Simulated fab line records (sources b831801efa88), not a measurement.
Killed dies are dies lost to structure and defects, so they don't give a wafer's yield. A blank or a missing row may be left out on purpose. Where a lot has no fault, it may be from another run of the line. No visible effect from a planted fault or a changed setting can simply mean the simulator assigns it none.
8D (eight disciplines) problem report, filled in by code    flow gf180mcu    the parts of the form that need people (team, actions taken, sign-off) are left out

== 1. WHAT IS WRONG ==
At GF_V1_CD_MEAS_14, cd-nm averages 265.8 nm over 6 wafers from 2 lots, while fault-free wafers read 260.1 nm, standard deviation 1.1. Measured from the usual mean, that is +5.2 standard deviations.
The step: target cd 260 nm.
First observed at day 24 20:19: wafer L409.2, on cd-sem-01. Wafers with a number at this step in the record: 39, from 13 lots. By rule, "out" or "out of limits" means more than 4 standard deviations away from the usual mean. The rest of the wafers with a number are treated as sound.

== 2. WHAT IT IS AND WHAT IT IS NOT ==
question                     is                      is not
which readings at this step  cd-nm                   -
which lots                   L409, L410              L390, L391, L392, L395, L396, L397, L399, L401, L403, L405, L406
which wafers of those lots   all that have a number  -
read on which gauges         cd-sem-01               cd-sem-02
when                         from day 24 20:19       up to then (33 sound wafers)

== 3. SUSPECTS, AND WHAT RULES EACH OUT ==
Counting: a tool at any process step up to the reading remains a suspect when it ran all the lots that are out and ran no sound lot after the first of those.
- the gauge at GF_V1_CD_MEAS_14: kept. All the wafers that are out were read on cd-sem-01, and no step on other tools shows them out.
- litho-track-04 at GF_V1_PEB_12 (peb time 90 s): kept. It ran every lot that is out, first L409 (day 24 19:59), and no sound lot after that; its last sound lot up to then is L406 (day 24 10:27).
After counting, litho-track-04 at GF_V1_PEB_12 and cd-sem-01 at GF_V1_CD_MEAS_14 remain.

== 4. THE CAUSE (what the simulator had put in) ==
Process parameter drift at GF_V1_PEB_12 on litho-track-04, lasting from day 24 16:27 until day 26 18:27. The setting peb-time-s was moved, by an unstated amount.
After counting, 2 suspects remain, this tool included.

== 5. THE CHAIN OF EFFECTS, in route order ==
One row per reading whose mean, taken over the struck wafers that have a number, lies over 3 standard deviations from the usual. Only readings whose record carries a usual standard deviation are examined. hours: median over the lots of the time between each lot's start at the first step of this table that gives one and its start at this step. sigmas: the change, counted in usual standard deviations.
hours  step              reading  usual     on struck wafers  change  sigmas
0      GF_V1_CD_MEAS_14  cd-nm    260.1 nm  265.8             +5.7    +5.2
At these later measuring or inspecting steps, every struck wafer for which the step has a row has a number for every such reading, and none has moved that far: GF_V1_OVL_MEAS_15, GF_V1_THK_MEAS_25.

== 6. WHAT WOULD HAVE CAUGHT IT SOONER ==
The first out-of-limits reading at a measuring or inspecting step in this record came at day 24 20:19, 4 hours after the fault's start at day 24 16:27.
Lots out: 2; of these, L410 started GF_V1_PEB_12 on litho-track-04 after day 24 20:19. A hold on the tool at that time would have spared it.
